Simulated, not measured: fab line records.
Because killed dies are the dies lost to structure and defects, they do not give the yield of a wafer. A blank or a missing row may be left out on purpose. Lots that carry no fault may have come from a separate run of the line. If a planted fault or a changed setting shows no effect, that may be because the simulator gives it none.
Comparing a struck lot with a sound one + flow sky130 + 17 out of 708 route steps
Sound: the wafers L793.1, L793.4, L793.5. The struck wafers were L802.1, L802.3, L802.6. The cause is given at the end.
Each step with rows lists, per side, the tool, then ch with its chambers, then its first start. Under that, the readings that differ: sound wafers + struck wafers + difference of the means + sigmas: that difference in standard deviations of wafers without a fault.
alike: readings with means less than 2 such deviations apart, plus words and numbers identical on both sides. not compared: withheld readings, readings lacking a value on some wafer, bounds such as >300 that could conceal the same value, and numbers that have no deviation in the record and whose values overlap.
Wherever a step has rows on one side only, a row that says differs or no value, or a row with sigmas, the two part there. Numbers that have no deviation but don't overlap get no sigmas and don't part them. Lack of a reading on every wafer of one side parts them only where that side has two or more wafers.

SKY_SONOS_ONO_OVL_MEAS_14:
  sound: overlay-02 at day 16 08:24; struck: overlay-02 at day 19 06:24
  alike: SONOS_ONO_OVL
SKY_SONOS_ONO_ETCH_15: etches the open film in CHF3/O2, target depth 19.52 nm, time 7.8 s.
  sound on rie diel-01 ch 0,1,3, day 16 08:26; struck on rie diel-02 ch 1,2,3, day 19 06:26
| reading               | sound             | struck            | difference | sigmas |
|-----------------------|-------------------|-------------------|------------|--------|
| oes product au (a.u.) | 1.006 1.022 1.023 | 0.997 1.007 0.998 | -0.016     | -2     |
  alike: drypump motor current A, throttle valve pct
  not compared: rf hours counter h
then, 1 step without rows for these wafers: SKY_SONOS_ONO_WET_ETCH_16 (etches SiO2 in dHF, target depth 14 nm, time 280 s).
SKY_SONOS_ONO_STRIP_17: strips in O2/N2.
  sound on plasma asher-03 ch 0, day 16 08:33; struck on plasma asher-04 ch 0,1, day 19 06:32
  alike: drypump motor current A, oes product au, strip time to endpoint s
  not compared: rf hours counter h
then, 3 steps without rows for these wafers: SKY_SONOS_ONO_WET_ETCH_18 (etches Si3N4 in H3PO4, target depth 15 nm, time 172 s); SKY_GATE_OXIDE_CLEAN_00 (cleans in SC1/SC2, time 150 s); SKY_GATE_OXIDE_OXIDATION_01 (stabilise 600 s, purge 300 s, target thk 10.268 nm).
SKY_GATE_OXIDE_THK_MEAS_02:
  sound: film metro-01 at day 16 12:01; struck: film metro-02 at day 19 08:25
  alike: GATE_OXIDE_OXIDATION_00_THK
then, 4 steps without rows for these wafers: SKY_GATE_OXIDE_DEHYDRATE_03 (time 60 s); SKY_GATE_OXIDE_HMDS_04 (prime time 60 s); SKY_GATE_OXIDE_COAT_05 (resist thk 1140 nm); SKY_GATE_OXIDE_SOFTBAKE_06 (time 60 s).
SKY_GATE_OXIDE_EXPOSE_07: exposes mask LVOM, target cd 600 nm.
  sound on iline stepper-02 ch 0, day 17 03:01; struck on iline stepper-01 ch 0, day 19 23:40
| reading                            | sound             | struck               | difference | sigmas |
|------------------------------------|-------------------|----------------------|------------|--------|
| model.GATE_OXIDE.overlay x nm (nm) | 1.032 1.032 1.032 | -116.9 -116.9 -116.9 | -117.9     |        |
  alike: mask
then, 2 steps without rows for these wafers: SKY_GATE_OXIDE_PEB_08; SKY_GATE_OXIDE_DEVELOP_09 (develop time 60 s).
SKY_GATE_OXIDE_OVL_MEAS_10:
  sound: overlay-01 at day 17 16:11; struck: overlay-01 at day 20 15:31
| reading             | sound          | struck               | difference | sigmas      |
|---------------------|----------------|----------------------|------------|-------------|
| GATE_OXIDE_OVL (nm) | -0.9 -0.4 -0.3 | -116.7 -116.5 -115.7 | -115.8     | -99 or more |
then, 1 step without rows for these wafers: SKY_GATE_OXIDE_IMPLANT_11.

## WHERE THEY PART
First at SKY_SONOS_ONO_ETCH_15; last, within this record, at SKY_GATE_OXIDE_OVL_MEAS_10.

WHY: whatever the simulator had introduced
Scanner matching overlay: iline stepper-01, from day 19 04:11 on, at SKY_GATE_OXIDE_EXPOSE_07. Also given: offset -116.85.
